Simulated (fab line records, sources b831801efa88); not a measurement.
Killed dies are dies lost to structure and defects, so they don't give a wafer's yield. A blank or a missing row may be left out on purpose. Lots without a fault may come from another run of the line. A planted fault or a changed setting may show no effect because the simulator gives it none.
Chamber matching | flow gf180mcu | GF_STI_ETCH_14 on rie_si-02: 4 sister chambers
The step etches Si in HBr/Cl2/O2, target depth 360 nm, time 102.9 s. 14 wafers are shown with their chamber, then 7 later ones without.

WAFERS WITH THEIR CHAMBER
wafer  | chamber | drypump_motor_current_A (A) | throttle_valve_pct (%) | oes_product_au (a.u.)
L532.2 | 3       | 5.9                         | 25.670                 | 0.989
L532.3 | 0       | 6.5                         | 25.696                 | 0.972
L532.5 | 1       | 6.5                         | 25.675                 | 1.005
L533.1 | 2       | 5.6                         | 25.673                 | 0.988
L533.2 | 3       | 5.9                         | 25.660                 | 0.988
L533.5 | 3       | 5.8                         | 25.652                 | 0.992
L535.2 | 3       | 5.9                         | 25.669                 | 0.988
L535.3 | 2       | 5.6                         | 25.662                 | 0.992
L535.5 | 3       | 5.9                         | 25.683                 | 0.986
L536.1 | 2       | 5.6                         | 25.670                 | 0.995
L536.3 | 3       | 5.8                         | 25.678                 | 0.985
L536.4 | 1       | 6.5                         | 25.664                 | 0.983
L542.1 | 2       | 5.5                         | 25.674                 | 0.985
L542.3 | 3       | 5.9                         | 25.676                 | 0.973

SIGNATURES (means of the wafers above)
reading                 | chamber 0 | chamber 1 | chamber 2 | chamber 3 | scatter within a chamber
drypump_motor_current_A | 6.500     | 6.500     | 5.575     | 5.871     | 0.0467
throttle_valve_pct      | 25.69600  | 25.66950  | 25.66975  | 25.66971  | 0.00918
oes_product_au          | 0.97200   | 0.99400   | 0.99000   | 0.98586   | 0.00723
Rule: a wafer's distance from a chamber is the root of the sum, over the readings, of the square of ((its reading less the chamber's mean) divided by the reading's scatter). The wafer belongs to the nearest chamber; if the next one is less than 2 further off, it can't be placed. The scatter: the root of (the sum of the squares of (reading less its chamber's mean) over the shown wafers, divided by (wafers less chambers)).

WAFERS WITHOUT THEIR CHAMBER
wafer  | drypump_motor_current_A (A) | throttle_valve_pct (%) | oes_product_au (a.u.)
L542.4 | 6.5                         | 25.657                 | 0.986
L544.1 | 6.5                         | 25.677                 | 0.975
L544.4 | 5.6                         | 25.680                 | 0.977
L544.5 | 6.4                         | 25.668                 | 0.983
L551.1 | 5.9                         | 25.675                 | 0.971
L551.4 | 5.6                         | 25.667                 | 0.975
L551.5 | 6.5                         | 25.666                 | 0.981

WHICH CHAMBER EACH WENT THROUGH
wafer  | from the rows above     | in truth
L542.4 | 1                       | 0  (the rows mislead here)
L544.1 | can't be placed: 0 or 1 | 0
L544.4 | 2                       | 2
L544.5 | can't be placed: 1 or 0 | 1
L551.1 | 3                       | 3
L551.4 | 2                       | 2
L551.5 | can't be placed: 1 or 0 | 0
Placed correctly: 3 of 7. Can't be placed from these rows: 3 (the true chamber is among the candidates in 3). Placed wrongly: 1.
